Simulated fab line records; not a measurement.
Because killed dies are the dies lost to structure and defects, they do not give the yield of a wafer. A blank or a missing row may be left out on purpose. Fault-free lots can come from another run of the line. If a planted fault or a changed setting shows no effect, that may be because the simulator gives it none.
The same fault as seen by 2 desks || flow gf180mcu || numbers are kept per desk, each desk with only its own; the story behind them comes last

FROM THE METROLOGY DESK
Means of the sampled wafers that have a number, per lot and without regard to the tool the lot ran on: this is what the gauges read. A lot is out of limits, marked OUT, if its mean lies more than 4 standard deviations from the usual mean; the brackets give that distance.
Columns: A = cd-nm at GF_M3_CD_MEAS_14, usual 279.9 nm
{"lot": "L467", "first seen here": "day 21 08:08", "A": 278.6}
{"lot": "L468", "first seen here": "day 21 17:20", "A": 279.2}
{"lot": "L469", "first seen here": "day 21 21:06", "A": 280.7}
{"lot": "L470", "first seen here": "day 22 03:43", "A": 280.8}
{"lot": "L471", "first seen here": "day 22 18:37", "A": 279.4}
{"lot": "L474", "first seen here": "day 23 15:51", "A": 280.4}
{"lot": "L475", "first seen here": "day 24 06:08", "A": 280.4}
{"lot": "L478", "first seen here": "day 25 09:35", "A": 281.4}
{"lot": "L479", "first seen here": "day 25 10:52", "A": 279.6}
{"lot": "L480", "first seen here": "day 25 22:10", "A": 280.5}
{"lot": "L481", "first seen here": "day 26 09:12", "A": 279.6}
{"lot": "L483", "first seen here": "day 27 04:34", "A": 279.7}
{"lot": "L485", "first seen here": "day 27 09:56", "A": 280.5}
This desk's finding: nothing out of limits on any of the 13 lots.

THE TOOL OWNER'S DESK: litho-track-03
At GF_M3_SOFTBAKE_10 (time 60 s), the tool's own readings, given per lot that ran on this tool as the mean of the sampled wafers with a number. A lot is out of limits, marked OUT, if its mean lies more than 4 standard deviations from the usual mean; the brackets give that distance.
Columns: A = run-length-s at GF_M3_SOFTBAKE_10, usual 88.86 s
{"lot": "L467", "first seen here": "day 20 20:10", "A": 88.82}
{"lot": "L469", "first seen here": "day 21 09:07", "A": 88.91}
{"lot": "L474", "first seen here": "day 23 05:05", "A": 88.85}
{"lot": "L483", "first seen here": "day 26 18:29", "A": "89.67 (+6.3) OUT"}
This desk finds L483 out of limits, L483 being first, at day 26 18:29 (run-length-s at GF_M3_SOFTBAKE_10). L467, L469, L474: within limits.

TAKEN TOGETHER
The tool owner's desk had the chance to raise an alarm at day 26 18:29 on L483.
Nothing out of limits was seen by the metrology desk.
The metrology desk has L483 on record, within its limits.
On litho-track-03, each named lot ran GF_M3_SOFTBAKE_10.

WHAT THE SIMULATOR PUT IN
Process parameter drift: litho-track-03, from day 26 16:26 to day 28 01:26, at GF_M3_SOFTBAKE_10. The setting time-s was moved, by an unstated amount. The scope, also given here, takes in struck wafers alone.
Struck lots among those shown: L483.
Time in hours from fault onset to the first out-of-limits reading at each desk: the tool owner's desk, 2.
